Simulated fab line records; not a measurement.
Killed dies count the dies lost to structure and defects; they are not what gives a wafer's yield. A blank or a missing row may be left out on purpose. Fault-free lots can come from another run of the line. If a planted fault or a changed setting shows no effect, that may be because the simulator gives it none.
Which tool is to blame? | flow sky130 | 10 lots with 29 wafers sampled at 6 steps, on a route of 708 steps

## WHAT THE GAUGES READ, wafer by wafer
SKY_VIA3_BOW_MEAS_03. Usual: for VIA3_BOW the level is 81 um and the standard deviation is 8.2.
lot  | measured     | on           | VIA3_BOW (um) | flag
L501 | day 39 00:29 | filmMetro-04 | 76 75 88      | 
L502 | day 39 02:13 | filmMetro-04 | 86 87 73      | 
L504 | day 39 16:25 | filmMetro-04 | 83 81 82      | 
L505 | day 39 23:35 | filmMetro-02 | 62 78 78      | 
L509 | day 41 00:20 | filmMetro-02 | 82 86 95      | 
L513 | day 42 01:28 | filmMetro-02 | 76 82 78      | 
L519 | day 43 21:52 | filmMetro-03 | 93 84         | 
L522 | day 44 15:57 | filmMetro-03 | 75 85 79      | 
L523 | day 44 21:59 | filmMetro-02 | 88 72 68      | 
L524 | day 45 10:16 | filmMetro-04 | 81 86 82      | 

SKY_VIA3_CD_MEAS_12: target cd 200 nm. Usual: cdNm reads 199.7 nm (standard deviation 1.7).
lot  | measured     | on       | cdNm (nm)         | flag
L501 | day 40 01:41 | cdSem-02 | 198.5 197.3 198.0 | 
L502 | day 40 03:20 | cdSem-01 | 201.8 202.2 200.0 | 
L504 | day 40 16:44 | cdSem-02 | 199.4 199.7 200.4 | 
L505 | day 41 00:10 | cdSem-02 | 199.9 201.4 201.4 | 
L509 | day 42 00:08 | cdSem-02 | 199.0 199.7 200.8 | 
L513 | day 43 01:01 | cdSem-02 | 200.2 200.7 201.3 | 
L519 | day 44 20:35 | cdSem-01 | 198.8 197.8       | 
L522 | day 45 13:13 | cdSem-01 | 197.2 199.5 198.0 | 
L523 | day 45 18:44 | cdSem-01 | 201.5 202.0 201.0 | 
L524 | day 46 07:17 | cdSem-01 | 198.8 200.3 200.9 | 

SKY_CAP2M_RS_MEAS_03: uses a four-point probe to measure. Usual: for CAP2M_TIN_RS the level is 6.87 ohm/sq and the standard deviation is 0.076.
lot  | measured     | on           | CAP2M_TIN_RS (ohm/sq)         | flag
L501 | day 40 03:33 | filmMetro-03 | 6.84 6.84 6.82                | 
L502 | day 40 05:14 | filmMetro-01 | 6.79 6.82 6.74                | 
L504 | day 40 18:38 | filmMetro-04 | 6.74 6.74 6.70                | 
L505 | day 41 02:02 | filmMetro-01 | 6.75 6.89 6.81                | 
L509 | day 42 02:10 | filmMetro-04 | 6.95 7.01 7.00                | 
L513 | day 43 02:53 | filmMetro-04 | 6.84 6.93 6.84                | 
L519 | day 44 22:29 | filmMetro-01 | 7.15 7.23 7.15 7.23           | OFF
L522 | day 45 15:07 | filmMetro-01 | 7.11 7.23 7.11 7.09 7.23 7.10 | OFF
L523 | day 45 20:36 | filmMetro-01 | 6.78 6.83 6.84                | 
L524 | day 46 09:24 | filmMetro-01 | 6.88 6.85 6.85                | 

SKY_CAP2M_THK_MEAS_04: measures by xrf. Usual: for CAP2M_TIN_THK the level is 202.8 nm and the standard deviation is 2.2.
lot  | measured     | on           | CAP2M_TIN_THK (nm)                  | flag
L501 | day 40 03:40 | filmMetro-03 | 203.5 203.6 203.3                   | 
L502 | day 40 05:21 | filmMetro-01 | 205.9 205.3 207.6                   | 
L504 | day 40 18:45 | filmMetro-04 | 207.1 206.8 206.6                   | 
L505 | day 41 02:09 | filmMetro-01 | 205.8 202.3 204.5                   | 
L509 | day 42 02:16 | filmMetro-04 | 201.5 199.0 199.7                   | 
L513 | day 43 03:00 | filmMetro-04 | 203.0 200.6 203.0                   | 
L519 | day 45 04:35 | filmMetro-01 | 194.7 193.1 193.7 192.5             | OFF
L522 | day 45 18:21 | filmMetro-01 | 195.7 191.6 196.8 196.0 192.0 196.1 | OFF
L523 | day 45 20:42 | filmMetro-01 | 204.7 203.4 202.7                   | 
L524 | day 46 09:31 | filmMetro-01 | 202.7 203.2 203.3                   | 

## WHICH TOOL RAN EACH LOT (tool, then ch and the chambers of the sampled wafers, then the start)
lot  | SKY_VIA3_CMP_24               | SKY_CAP2M_SPUTTER_02
L501 | cmp-02 ch 1,2,3, day 40 02:56 | pvdSputter-02, day 40 03:25
L502 | cmp-02 ch 1,2,3, day 40 04:44 | pvdSputter-02, day 40 05:07
L504 | cmp-01 ch 1,2, day 40 17:58   | pvdSputter-02, day 40 18:31
L505 | cmp-02 ch 0,2,3, day 41 01:23 | pvdSputter-01, day 41 01:55
L509 | cmp-02 ch 1,2,3, day 42 01:34 | pvdSputter-01, day 42 02:01
L513 | cmp-02 ch 0,1, day 43 02:14   | pvdSputter-02, day 43 02:46
L519 | cmp-01 ch 1, day 44 21:51     | pvdSputter-01, day 44 22:20
L522 | cmp-02 ch 0,2,3, day 45 14:27 | pvdSputter-01, day 45 14:59
L523 | cmp-01 ch 0,1,2, day 45 19:58 | pvdSputter-02, day 45 20:27
L524 | cmp-02 ch 0,1,2, day 46 08:42 | pvdSputter-02, day 46 09:17
- SKY_VIA3_CMP_24: polishes, stops on SiO2, t overpolish 20 s, target thk 0 nm.
- SKY_CAP2M_SPUTTER_02: material TiN, target thk 200 nm, time 166.7 s.

## AS READ BY THE TOOLS THEMSELVES (means over the sampled wafers that have a number; for cases with no such wafer, the mark the record gives instead)
SKY_VIA3_CMP_24. Usual: motorCurrentA 11.6 A, standard deviation 0.93; overpolishRunS 20.000 s, standard deviation 0.0094; timeToEndpointS 92.9 s, standard deviation 2.9.
lot  | tool   | motorCurrentA (A) | overpolishRunS (s) | timeToEndpointS (s) | flag
L501 | cmp-02 | 11.0              | 20.004             | 92.6                | 
L502 | cmp-02 | 11.2              | 20.007             | 98.5                | 
L504 | cmp-01 | 11.3              | 20.003             | 94.2                | 
L505 | cmp-02 | 12.0              | 20.008             | 95.7                | 
L509 | cmp-02 | 11.1              | 19.992             | 93.2                | 
L513 | cmp-02 | 12.0              | 20.007             | 90.4                | 
L519 | cmp-01 | 11.6              | 19.992             | 93.6                | 
L522 | cmp-02 | 11.6              | 19.989             | 91.7                | 
L523 | cmp-01 | 12.6              | 19.994             | 94.0                | 
L524 | cmp-02 | 11.4              | 20.004             | 92.2                | 

SKY_CAP2M_SPUTTER_02. Usual: throttleValvePct reads 29.8 % (standard deviation 1.3).
lot  | tool          | throttleValvePct (%) | flag
L501 | pvdSputter-02 | 29.1                 | 
L502 | pvdSputter-02 | 30.1                 | 
L504 | pvdSputter-02 | 29.5                 | 
L505 | pvdSputter-01 | 32.1                 | 
L509 | pvdSputter-01 | 31.3                 | 
L513 | pvdSputter-02 | 29.5                 | 
L519 | pvdSputter-01 | 29.9                 | 
L522 | pvdSputter-01 | 32.1                 | 
L523 | pvdSputter-02 | 28.8                 | 
L524 | pvdSputter-02 | 29.7                 | 

## THE ANSWER, worked out from the rows above alone
Rule: take the mean of a lot's wafers that have a number; if it is more than 3 standard deviations from the usual mean, the lot is off. A lot without any number at a reading at which 4 lots or more have one is off too. The other lots that the step has rows for count as sound. After the gauges, taken in route order, come the tools' own readings; for these a lot's mean is taken, as printed above. The first step at which some lot is off is used, and at that step the reading that is off furthest; a lot without a number counts as furthest.
Off: at SKY_CAP2M_RS_MEAS_03 (CAP2M_TIN_RS), L519, L522.
A tool fits if, at a process step before that reading, it ran every lot that is off, and no sound lot after the first of them. Gauges at SKY_CAP2M_RS_MEAS_03: tried the same way as those tools. One candidate fits, namely pvdSputter-01 at SKY_CAP2M_SPUTTER_02. A fault onset in the window from L509 (day 42 02:01, its last sound lot) to L519 (day 44 22:20, its first lot off) fits.

## WHAT THE SIMULATOR PUT IN
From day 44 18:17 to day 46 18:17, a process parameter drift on pvdSputter-01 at SKY_CAP2M_SPUTTER_02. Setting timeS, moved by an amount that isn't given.
Lots struck among those shown: L519, L522. The rule given above showed the same thing.
